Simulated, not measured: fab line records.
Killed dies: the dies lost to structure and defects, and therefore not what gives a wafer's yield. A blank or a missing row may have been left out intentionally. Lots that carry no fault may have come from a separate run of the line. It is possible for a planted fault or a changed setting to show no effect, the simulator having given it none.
fab line records | flow sky130
[record] lots = 6 | wafers = 18 | last-day = 49
route steps=708 shown SD_P@323 RES_XHIGH@332 PAD_OPEN@708
lots with no fault: from the same line, run without faults
start-h: hours from the record's first day to the start of the lot's first wafer shown | wait-h: hours from the lot's prior step to this one | " as in the row above | L1.1+2: several wafers, shown together as one row | - no value present, or no start provided | * or withheld: withheld | < > ~ a bound
route shown NAME@n: names a module that has steps shown in the file, with the first one's number in the route | usual: average and standard deviation across the fault-free wafers | same: alike in all rows | chamber/n: place in a boat | sites: the reading at each site | _std_site: their standard deviation | _edge_site: outer sites' mean less inner sites' | radius-mm: for every site, how far away it sits from the centre of the wafer | mask NAME#n: copy n | behind: the last tool/chamber to shape the wafer | hold: what put the lot on hold/how long, in hours/how the hold closed | device: transistor that didn't switch, given as n, p or np | end of line: at the end of the route, the tests of the same wafers | step lacking rows: just its recipe | killed: the dies lost at the first sort to structure and to defects; this is not the yield of the wafer | map: per-die view of a wafer (x killed, . not killed, _ where there is no die)
set.NAME: the setting the step ran with; set.NAME@STEP: the setting that earlier step ran with | model.NAME: the simulator's own value behind a step, which no gauge read
certain route steps with their lots: each step a table, each wafer a row
services: when a tool's chamber went out of use (start-h, in hours from the record's first day, below 0 if earlier), for how many hours, and the reason
[[steps]]
[step SKY_SD_P_SOFTBAKE_03]
[recipe] temp-c = 90 | time-s = 60 | resist = NOVOLAK
[step SKY_SD_P_EXPOSE_04]
[recipe] mask-id = PSDM | na = 0.6 | source-shape = conventional | sigma-outer = 0.6 | polarization = unpolarized | target-cd-nm = 380 | dose-mj = 138
[step SKY_SD_P_PEB_05]
[recipe] temp-c = withheld | time-s = * | resist = NOVOLAK
[step SKY_SD_P_DEVELOP_06]
[recipe] resist = NOVOLAK | developer = TMAH | develop-time-s = 60 | dev-temp-c = 23
[step SKY_SD_P_CD_MEAS_07]
[recipe] target-cd-nm = 380
[usual] cd-nm = 380.1/2.5
lot.wafer | tool      | chamber | start-h | wait-h | cd-nm
L179.2    | cd-sem-02 | -       | 603.28  | 0.1    | 380.9
L179.4    | "         | -       | "       | "      | 380.2
L179.6    | "         | -       | "       | "      | 378.7
L184.2    | cd-sem-01 | -       | 653.08  | 0.1    | 377.6
L184.5    | "         | -       | "       | "      | 380.5
L184.6    | "         | -       | "       | "      | 379.1
L191.2    | cd-sem-01 | -       | 716.51  | 0.1    | 382.7
L191.4    | "         | -       | "       | "      | 382.9
L191.6    | "         | -       | "       | "      | 383.8
L192.1    | cd-sem-01 | -       | 720.09  | 0.1    | 378.3
L192.2    | "         | -       | "       | "      | 379.1
L192.3    | "         | -       | "       | "      | 378.6
L194.1    | cd-sem-02 | -       | 740.29  | 0.1    | 377.0
L194.2    | "         | -       | "       | "      | 377.5
L194.5    | "         | -       | "       | "      | 378.6
L195.1    | cd-sem-02 | -       | 750.10  | 0.1    | 372.9
L195.4    | "         | -       | "       | "      | 376.4
L195.6    | "         | -       | "       | "      | 375.8
[step SKY_SD_P_OVL_MEAS_08]
[usual] SD_P_OVL = -0.2/1
lot.wafer | tool       | chamber | start-h | wait-h | SD_P_OVL[nm]
L179.2    | overlay-01 | -       | 603.38  | 0.1    | -0.1
L179.4    | "          | -       | "       | "      | 0.7
L179.6    | "          | -       | "       | "      | -0.5
L184.2    | overlay-01 | -       | 653.18  | 0.1    | -1.1
L184.5    | "          | -       | "       | "      | -0.7
L184.6    | "          | -       | "       | "      | -0.2
L191.2    | overlay-02 | -       | 716.62  | 0.1    | -0.2
L191.4    | "          | -       | "       | "      | -0.4
L191.6    | "          | -       | "       | "      | 0.0
L192.1    | overlay-02 | -       | 720.21  | 0.1    | -1.3
L192.2    | "          | -       | "       | "      | 0.1
L192.3    | "          | -       | "       | "      | -0.7
L194.1    | overlay-01 | -       | 740.41  | 0.1    | -0.9
L194.2    | "          | -       | "       | "      | -0.8
L194.5    | "          | -       | "       | "      | -1.4
L195.1    | overlay-01 | -       | 750.22  | 0.1    | -0.7
L195.4    | "          | -       | "       | "      | -0.9
L195.6    | "          | -       | "       | "      | -1.1
[step SKY_SD_P_IMPLANT_09]
[recipe] species = BF2 | energy-kev = 20 | dose-cm2 = 3e+15 | tilt-deg = 0
[step SKY_SD_P_STRIP_10]
[recipe] chemistry = O2/N2 | power-w = 1400 | pressure-mtorr = 1500 | platen-temp-c = withheld | o2-flow-sccm = 3000 | n2-flow-sccm = 300 | overash-fraction = 0.5
[usual] drypump-motor-current-A = 6.21/0.2 | o2-flow-sccm = 2999/8.2 | oes-product-au = 0.618/0.0046 | strip-time-to-endpoint-s = 17.49/0.051
lot.wafer | tool            | chamber | start-h | wait-h | drypump-motor-current-A | o2-flow-sccm | oes-product-au | rf-hours-counter-h | strip-time-to-endpoint-s
L179.2    | plasma-asher-02 | 1       | 603.56  | 0.1    | 6.56                    | 3004         | 0.618          | 89                 | 17.55
L179.4    | "               | 0       | "       | "      | 5.75                    | 2990         | 0.619          | -                  | 17.61
L179.6    | "               | 1       | "       | "      | 6.53                    | 3009         | 0.628          | -                  | 17.63
L184.2    | plasma-asher-02 | 1       | 653.36  | 0.1    | 6.52                    | 2987         | 0.627          | 94                 | 17.51
L184.5    | "               | 1       | "       | "      | 6.49                    | 2994         | 0.621          | -                  | 17.48
L184.6    | "               | 0       | "       | "      | 5.75                    | 3001         | 0.624          | -                  | 17.49
L191.2    | plasma-asher-04 | 0       | 716.80  | 0.1    | 6.32                    | 2999         | 0.614          | 59                 | 17.42
L191.4    | "               | 0       | "       | "      | 6.32                    | 2989         | 0.615          | -                  | 17.42
L191.6    | "               | 0       | "       | "      | 6.34                    | 3003         | 0.618          | -                  | 17.42
L192.1    | plasma-asher-04 | 0       | 720.40  | 0.1    | 6.35                    | 2996         | 0.624          | 60                 | 17.45
L192.2    | "               | 1       | "       | "      | 6.22                    | 3009         | 0.610          | 60                 | 17.50
L192.3    | "               | 0       | "       | "      | 6.34                    | 3000         | 0.617          | -                  | 17.48
L194.1    | plasma-asher-03 | 1       | 740.60  | 0.1    | 6.15                    | 2992         | 0.626          | 32                 | 17.59
L194.2    | "               | 0       | "       | "      | 5.96                    | 3003         | 0.616          | 32                 | 17.59
L194.5    | "               | 0       | "       | "      | 5.96                    | 2994         | 0.619          | -                  | 17.54
L195.1    | plasma-asher-04 | 1       | 750.40  | 0.1    | 6.23                    | 2991         | 0.619          | 63                 | 17.49
L195.4    | "               | 1       | "       | "      | 6.26                    | 2986         | 0.620          | -                  | 17.50
L195.6    | "               | 1       | "       | "      | 6.27                    | 3000         | 0.623          | -                  | 17.47
[step SKY_SD_P_TW_MEAS_11]
[usual] SD_P_TW = 2829/18
lot.wafer | tool          | chamber | start-h | wait-h | SD_P_TW
L179.2    | film-metro-03 | -       | 603.67  | 0.1    | 2826
L179.4    | "             | -       | "       | "      | 2833
L179.6    | "             | -       | "       | "      | 2841
L184.2    | film-metro-03 | -       | 653.47  | 0.1    | 2813
L184.5    | "             | -       | "       | "      | 2823
L184.6    | "             | -       | "       | "      | 2804
L191.2    | film-metro-04 | -       | 716.91  | 0.1    | 2845
L191.4    | "             | -       | "       | "      | 2834
L191.6    | "             | -       | "       | "      | 2858
L192.1    | film-metro-03 | -       | 720.50  | 0.1    | 2827
L192.2    | "             | -       | "       | "      | 2833
L192.3    | "             | -       | "       | "      | 2844
L194.1    | film-metro-02 | -       | 740.70  | 0.1    | 2823
L194.2    | "             | -       | "       | "      | 2813
L194.5    | "             | -       | "       | "      | 2834
L195.1    | film-metro-04 | -       | 750.50  | 0.1    | 2866
L195.4    | "             | -       | "       | "      | 2858
L195.6    | "             | -       | "       | "      | 2865
[step SKY_RES_XHIGH_DEHYDRATE_00]
[recipe] temp-c = 200 | time-s = 60
[step SKY_RES_XHIGH_HMDS_01]
[recipe] prime-time-s = 60 | prime-temp-c = 120
[step SKY_RES_XHIGH_COAT_02]
[recipe] resist = NOVOLAK | spin-rpm = 3000 | resist-thk-nm = 1140
[step SKY_RES_XHIGH_SOFTBAKE_03]
[recipe] temp-c = 90 | time-s = 60 | resist = NOVOLAK
[usual] chill-plate-temp-C = 23.02/0.11 | run-length-s = 89.13/0.18
lot.wafer | tool           | chamber | start-h | wait-h | chill-plate-temp-C | run-length-s
L179.2    | litho-track-04 | 0       | 618.48  | 0.1    | 23.08              | 89.35
L179.4    | "              | 0       | "       | "      | 23.01              | 89.19
L179.6    | "              | 0       | "       | "      | 22.88              | 89.30
L184.2    | litho-track-02 | 0       | 667.33  | 0.1    | 23.05              | 89.09
L184.5    | "              | 0       | "       | "      | 23.07              | 89.16
L184.6    | "              | 0       | "       | "      | 23.00              | 89.07
L191.2    | litho-track-04 | 0       | 730.23  | 0.1    | 22.96              | 89.53
L191.4    | "              | 0       | "       | "      | 23.10              | 99.02
L191.6    | "              | 0       | "       | "      | 23.02              | 89.33
L192.1    | litho-track-04 | 0       | 734.61  | 0.1    | 22.87              | 99.21
L192.2    | "              | 0       | "       | "      | 22.93              | 89.48
L192.3    | "              | 0       | "       | "      | 22.87              | 89.25
L194.1    | litho-track-03 | 0       | 753.65  | 0.1    | 22.92              | 89.18
L194.2    | "              | 0       | "       | "      | 22.95              | 88.99
L194.5    | "              | 0       | "       | "      | 23.00              | 88.93
L195.1    | litho-track-03 | 0       | 764.15  | 0.1    | 23.05              | 88.95
L195.4    | "              | 0       | "       | "      | 22.95              | 88.93
L195.6    | "              | 0       | "       | "      | 22.96              | 89.11
[step SKY_RES_XHIGH_EXPOSE_04]
[recipe] mask-id = URPM | na = 0.6 | source-shape = conventional | sigma-outer = 0.6 | polarization = unpolarized | target-cd-nm = 1270 | dose-mj = 140
[step SKY_PAD_OPEN_PROBE_99]
[usual] killed_at_M0_to_M3 = 44/6.8 | killed_at_M4_up = 3.2/1.7 | killed-at-contacts = 24/4.9 | killed-at-front-end = 14/4.1 | killed-at-other = 0.2/0.51 | killed-dies = 85/8.7 | killed-open = 46/6.8 | killed-short = 39/6.1
[same] gross-dies = 492 | killed-at-back-side = 0
lot.wafer | tool      | chamber | start-h | wait-h | killed_at_M0_to_M3 | killed_at_M4_up | killed-at-contacts | killed-at-front-end | killed-at-other | killed-dies | killed-open | killed-short
L179.2    | prober-01 | -       | 1084.37 | 0.1    | 41                 | 4               | 24                 | 15                  | 2               | 86          | 42          | 44
L179.4    | prober-01 | -       | 1084.47 | 0.2    | 45                 | 3               | 26                 | 9                   | 0               | 83          | 45          | 38
L179.6    | prober-01 | -       | 1084.57 | 0.2    | 46                 | 6               | 18                 | 18                  | 1               | 89          | 44          | 45
L191.2    | prober-01 | -       | 1169.77 | 0.1    | 46                 | 1               | 24                 | 18                  | 0               | 89          | 45          | 44
L191.4    | prober-01 | -       | 1169.87 | 0.2    | 35                 | 1               | 28                 | 17                  | 0               | 81          | 50          | 31
L191.6    | prober-01 | -       | 1169.97 | 0.2    | 38                 | 2               | 31                 | 19                  | 0               | 90          | 42          | 48
// killed by level:class
L179.2 CONTACT:geometric-particle:open=10 VIA1:geometric-particle:open=9 VIA1:geometric-particle:short=7 VIA2:geometric-particle:open=6 FIELD_ISO:geometric-particle:short=5 LI_CONTACT:geometric-particle:open=5 METAL1:geometric-particle:short=5 METAL4:geometric-particle:short=4
L179.4 VIA1:geometric-particle:open=12 CONTACT:geometric-particle:open=9 VIA2:geometric-particle:open=6 VIA1:geometric-particle:short=6 LI_CONTACT:geometric-particle:open=6 METAL2:geometric-particle:short=6 VIA3:geometric-particle:short=6 LOCAL_INTERCONNECT:geometric-particle:short=5
L179.6 VIA1:geometric-particle:open=13 VIA2:geometric-particle:open=8 CONTACT:geometric-particle:open=7 CONTACT:geometric-particle:short=6 POLY_GATE:geometric-particle:short=5 METAL1:geometric-particle:short=5 VIA1:geometric-particle:short=5 FIELD_ISO:geometric-particle:short=4
L191.2 VIA1:geometric-particle:open=8 CONTACT:geometric-particle:open=7 FIELD_ISO:geometric-particle:short=6 POLY_GATE:geometric-particle:open=6 VIA2:geometric-particle:open=6 VIA3:geometric-particle:open=6 VIA3:geometric-particle:short=5 LI_CONTACT:geometric-particle:open=5
L191.4 CONTACT:geometric-particle:open=12 VIA1:geometric-particle:open=10 CONTACT:geometric-particle:short=6 VIA3:geometric-particle:open=6 POLY_GATE:geometric-particle:short=5 LI_CONTACT:geometric-particle:open=5 FIELD_ISO:geometric-particle:open=4 POLY_GATE:geometric-particle:open=4
L191.6 VIA1:geometric-particle:open=10 CONTACT:geometric-particle:short=9 LI_CONTACT:geometric-particle:open=7 VIA3:geometric-particle:open=7 FIELD_ISO:geometric-particle:open=5 FIELD_ISO:geometric-particle:short=5 LI_CONTACT:geometric-particle:short=5 CONTACT:geometric-particle:open=5
[[services]]
tool            | chamber | start-h | hours | kind
plasma-asher-04 | -       | 588.81  | 0.4   | repair
plasma-asher-02 | -       | 655.04  | 9.5   | repair
plasma-asher-02 | -       | 733.75  | 9.0   | pm
plasma-asher-02 | 0       | 733.75  | 9.0   | vent-cycle
plasma-asher-02 | 1       | 733.75  | 9.0   | vent-cycle
plasma-asher-02 | 0       | 742.75  | -     | clean
plasma-asher-02 | 1       | 742.75  | -     | clean
plasma-asher-03 | -       | 757.29  | 3.5   | repair
[[key]]
[first-sign] step = SKY_RES_XHIGH_SOFTBAKE_03 | reading = run-length-s | direction = up | sigmas = 57 | usual = * | struck = *
effect none on later readings
met-at SKY_RES_XHIGH_SOFTBAKE_03
struck-wafers L191.4,L192.1
tester-left-out L191,L192
onset-between 618.48 730.23
[fault] kind = process-parameter-drift | tool = litho-track-04 | chamber = - | onset-h = 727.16 | steps = SKY_RES_XHIGH_SOFTBAKE_03 | channel = time-s | offset = * | shape = step | end-h = 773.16 | scope = struck-wafers-only | acts-in = * | stated = *
// tester-left-out: of these lots the tester's yield and bins aren't shown, on N5 and GAA mostly nor the transistor test; their killed dies are dies lost to structure and defects alone, not to doping, threshold or leakage, so they don't give the yield
